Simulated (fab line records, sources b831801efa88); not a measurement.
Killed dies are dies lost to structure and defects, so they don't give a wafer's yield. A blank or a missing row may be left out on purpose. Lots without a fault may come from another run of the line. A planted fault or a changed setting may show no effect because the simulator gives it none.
Which tool did it? | flow sky130 | 24 lots, 72 wafers sampled, at 4 steps of a route of 708

WHAT THE GAUGES READ, wafer by wafer
SKY_METAL1_CD_MEAS_15: target cd 140 nm.
lot  | measured     | on        | cd_nm (nm)
L074 | day 32 21:49 | cd_sem-02 | 138.7 140.0 140.1
L075 | day 33 01:13 | cd_sem-02 | 140.0 141.9 140.8
L076 | day 33 11:26 | cd_sem-01 | 138.1 137.7 137.9
L077 | day 33 22:08 | cd_sem-02 | 141.6 141.9 141.1
L078 | day 34 07:23 | cd_sem-01 | 140.7 141.1 143.0
L079 | day 34 11:59 | cd_sem-02 | 140.3 139.2 139.4
L080 | day 35 03:55 | cd_sem-02 | 141.0 139.5 140.9
L081 | day 35 09:32 | cd_sem-01 | 138.7 140.2 139.7
L082 | day 35 13:59 | cd_sem-02 | 138.7 138.9 137.7
L083 | day 35 17:43 | cd_sem-01 | 139.6 140.2 140.5
L084 | day 36 11:16 | cd_sem-01 | 140.9 142.7 140.5
L085 | day 37 00:43 | cd_sem-02 | 141.4 140.9 140.2
L086 | day 37 05:55 | cd_sem-02 | 139.5 139.7 139.5
L087 | day 37 07:07 | cd_sem-01 | 141.8 142.3 142.3
L089 | day 38 12:04 | cd_sem-01 | 142.6 140.2 143.1
L091 | day 38 12:26 | cd_sem-01 | 139.9 139.1 138.9
L090 | day 38 13:38 | cd_sem-02 | 139.1 139.8 139.7
L088 | day 38 16:35 | cd_sem-02 | 137.9 138.3 138.4
L092 | day 38 20:59 | cd_sem-01 | 142.8 141.1 142.6
L093 | day 38 22:13 | cd_sem-02 | 140.6 140.3 139.3
L094 | day 39 04:01 | cd_sem-01 | 142.3 140.6 140.1
L095 | day 39 08:31 | cd_sem-01 | 138.7 140.2 139.3
L096 | day 39 23:50 | cd_sem-02 | 142.0 141.6 140.9
L097 | day 40 00:52 | cd_sem-02 | 140.0 141.3 139.3

SKY_VIA2_OVL_MEAS_13.
lot  | measured     | on         | VIA2_OVL (nm)
L074 | day 36 10:45 | overlay-01 | -5 -5 -2
L075 | day 36 13:07 | overlay-02 | 5 1 3
L076 | day 36 23:04 | overlay-02 | 5 3 3
L077 | day 37 10:19 | overlay-02 | 3 -2 3
L078 | day 37 18:25 | overlay-01 | -2 -4 -2
L079 | day 37 22:28 | overlay-02 | 8 4 -1
L080 | day 38 14:43 | overlay-01 | -5 -6 -6
L081 | day 38 19:58 | overlay-02 | 10 6 8
L082 | day 39 00:28 | overlay-01 | -10 -4 -9
L083 | day 39 03:04 | overlay-02 | -14 -12 -12
L084 | day 39 20:58 | overlay-01 | 5 3 1
L085 | day 40 09:40 | overlay-01 | 1 -4 -2
L086 | day 40 13:16 | overlay-01 | 7 8 5
L087 | day 40 16:02 | overlay-02 | -1 -1 4
L089 | day 41 17:04 | overlay-01 | 13 11 12
L091 | day 41 18:25 | overlay-01 | 1 2 2
L090 | day 41 20:25 | overlay-02 | 4 1 3
L088 | day 41 21:22 | overlay-01 | 1 7 3
L092 | day 42 04:13 | overlay-02 | -3 -6 4
L093 | day 42 04:34 | overlay-01 | -5 -4 -8
L094 | day 42 09:58 | overlay-02 | 0 -1 -1
L095 | day 42 13:16 | overlay-01 | -2 -3 1
L096 | day 43 04:46 | overlay-02 | -7 -3 -3
L097 | day 43 06:31 | overlay-01 | -2 2 2

SKY_VIA3_CD_MEAS_12: target cd 200 nm.
lot  | measured     | on        | cd_nm (nm)
L074 | day 39 20:01 | cd_sem-02 | 199.9 200.7 199.1
L075 | day 39 22:02 | cd_sem-01 | 201.3 201.4 200.6
L076 | day 40 07:17 | cd_sem-02 | 201.1 200.7 200.1
L077 | day 40 17:37 | cd_sem-01 | 196.8 197.4 197.0
L078 | day 41 01:22 | cd_sem-02 | 198.3 199.1 200.5
L079 | day 41 04:32 | cd_sem-02 | 200.8 201.0 201.2
L080 | day 41 21:02 | cd_sem-02 | 199.4 200.1 199.5
L081 | day 42 06:25 | cd_sem-01 | 197.7 196.8 196.2
L082 | day 42 06:28 | cd_sem-02 | 199.9 199.1 199.4
L083 | day 42 08:31 | cd_sem-01 | 200.5 199.0 199.1
L084 | day 42 23:43 | cd_sem-01 | 199.9 201.1 199.0
L085 | day 43 11:53 | cd_sem-02 | 199.4 199.9 198.7
L086 | day 43 15:44 | cd_sem-02 | 199.2 197.8 198.0
L087 | day 43 17:02 | cd_sem-01 | 201.0 201.3 202.0
L089 | day 44 17:26 | cd_sem-01 | 200.6 199.2 200.1
L091 | day 44 19:37 | cd_sem-02 | 201.1 201.4 201.8
L090 | day 44 21:56 | cd_sem-02 | 198.9 198.0 199.7
L088 | day 44 22:14 | cd_sem-01 | 199.8 198.7 200.2
L092 | day 45 04:20 | cd_sem-02 | 200.1 199.9 199.4
L093 | day 45 04:38 | cd_sem-01 | 197.9 198.3 197.6
L094 | day 45 09:29 | cd_sem-02 | 200.4 200.8 200.6
L095 | day 45 12:19 | cd_sem-02 | 198.2 200.1 200.4
L096 | day 46 02:11 | cd_sem-01 | 200.0 199.5 199.6
L097 | day 46 04:22 | cd_sem-02 | 200.0 199.6 201.3

WHICH TOOL RAN EACH LOT (tool, then ch and the chambers of the sampled wafers, then the start)
lot  | SKY_VIA2_CVD_21
L074 | cvd_w-01 ch 0,1, day 36 11:35
L075 | cvd_w-01 ch 0,1, day 36 13:55
L076 | cvd_w-01 ch 0,1, day 36 23:53
L077 | cvd_w-01 ch 0, day 37 11:09
L078 | cvd_w-01 ch 1, day 37 19:15
L079 | cvd_w-02 ch 0, day 37 23:17
L080 | cvd_w-01 ch 0,1, day 38 15:31
L081 | cvd_w-02 ch 0,1, day 38 20:54
L082 | cvd_w-02 ch 0,1, day 39 01:16
L083 | cvd_w-02 ch 0,1, day 39 03:52
L084 | cvd_w-02 ch 0, day 39 21:45
L085 | cvd_w-02 ch 0,1, day 40 10:35
L086 | cvd_w-01 ch 0,1, day 40 14:11
L087 | cvd_w-02 ch 0, day 40 17:00
L089 | cvd_w-02 ch 0,1, day 41 17:52
L091 | cvd_w-01 ch 0,1, day 41 19:12
L090 | cvd_w-01 ch 0,1, day 41 21:15
L088 | cvd_w-01 ch 0,1, day 41 22:10
L092 | cvd_w-02 ch 0,1, day 42 05:00
L093 | cvd_w-01 ch 0,1, day 42 05:21
L094 | cvd_w-01 ch 0,1, day 42 10:48
L095 | cvd_w-01 ch 0,1, day 42 14:05
L096 | cvd_w-01 ch 0,1, day 43 05:34
L097 | cvd_w-01 ch 0,1, day 43 07:21
- SKY_VIA2_CVD_21: deposits W, target thk 420 nm, time 126.4 s.

WHAT THE TOOLS THEMSELVES READ (means of the sampled wafers that have a number; where no wafer has one, the mark that the record gives instead)
SKY_VIA2_CVD_21.
lot  | tool     | chamber_pressure_Torr (Torr) | heater_power_w (W)
L074 | cvd_w-01 | 39.89                        | 797
L075 | cvd_w-01 | 39.99                        | 804
L076 | cvd_w-01 | 40.05                        | 848
L077 | cvd_w-01 | 40.00                        | 892
L078 | cvd_w-01 | 39.91                        | 762
L079 | cvd_w-02 | 39.99                        | 663
L080 | cvd_w-01 | 40.02                        | 792
L081 | cvd_w-02 | 39.98                        | 801
L082 | cvd_w-02 | 39.97                        | 914
L083 | cvd_w-02 | 39.93                        | 925
L084 | cvd_w-02 | 39.93                        | 669
L085 | cvd_w-02 | 40.03                        | 926
L086 | cvd_w-01 | 40.03                        | 795
L087 | cvd_w-02 | 40.07                        | 682
L089 | cvd_w-02 | 39.98                        | 923
L091 | cvd_w-01 | 39.97                        | 797
L090 | cvd_w-01 | 40.09                        | 817
L088 | cvd_w-01 | 40.07                        | 755
L092 | cvd_w-02 | 40.01                        | 932
L093 | cvd_w-01 | 39.98                        | 809
L094 | cvd_w-01 | 40.06                        | 816
L095 | cvd_w-01 | 40.04                        | 772
L096 | cvd_w-01 | 40.02                        | 808
L097 | cvd_w-01 | 39.95                        | 800

THE ANSWER, worked out from the rows above alone
Rule: what is usual is taken from the lots themselves. Put in order of their means at a reading, lots are off if they are a third of the lots or fewer, leave a main group of 4 or more, and stand apart from it by a gap of 3 or more times the standard deviation of the main group's means; of several such gaps the widest counts. A main group whose means are all the same, to the digits that the tables above print for the reading, isn't used. A lot without any number at a reading at which 4 lots or more have one is off too. The other lots that the step has rows for count as sound. The gauges are gone through in route order, then the tools' own readings, and for those a lot's mean is taken as printed above. The first step at which some lot is off is used, and at that step the reading that is off furthest; a lot without a number counts as furthest.
No lot is off at any reading shown: from this, nothing can be told.

WHAT THE SIMULATOR HAD PUT IN
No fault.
